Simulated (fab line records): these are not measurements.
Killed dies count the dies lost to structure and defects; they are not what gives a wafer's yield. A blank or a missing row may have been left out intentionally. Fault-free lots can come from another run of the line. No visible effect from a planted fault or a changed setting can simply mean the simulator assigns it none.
Matching of chambers -- flow sky130 -- pecvd-01 running SKY_CAPM_CVD_00: 3 sister chambers
The step deposits SiO2, target thk 15.5 nm. 6 wafers are shown with their chamber, then 8 later ones without.

EACH WAFER AND ITS CHAMBER
wafer,chamber,heaterPowerW (W)
L082.4,2,718
L082.6,1,747
L084.1,1,745
L084.2,0,753
L084.3,2,653
L085.1,0,702

WAFERS WITH NO CHAMBER GIVEN
wafer,heaterPowerW (W)
L085.2,755
L085.5,697
L094.1,730
L094.2,604
L094.3,761
L094.4,605
L094.5,746
L094.6,781

THE CHAMBER EACH PASSED THROUGH
wafer,from the rows above,in truth
L085.2,can't be placed: 1 or 0 or 2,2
L085.5,can't be placed: 2 or 0 or 1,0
L094.1,can't be placed: 0 or 1 or 2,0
L094.2,can't be placed: 2 or 0 or 1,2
L094.3,can't be placed: 1 or 0 or 2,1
L094.4,can't be placed: 2 or 0 or 1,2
L094.5,can't be placed: 1 or 0 or 2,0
L094.6,can't be placed: 1 or 0 or 2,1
Placed correctly: 0 of 8. From these rows, 8 cannot be placed; in 8 the true chamber is one of the candidates. 0 placed wrongly.
How it was worked out, from the rows above alone: a wafer's distance from a chamber is the root of the sum, over the readings, of the square of ((its reading less the chamber's mean) divided by the reading's scatter). If the next closest chamber is less than 2 further off than the closest, the wafer can't be placed; otherwise it belongs to the closest. Each chamber's mean is taken over the wafers shown for it. The scatter: the root of (the sum of the squares of (reading less its chamber's mean) over the shown wafers, divided by (wafers less chambers)).
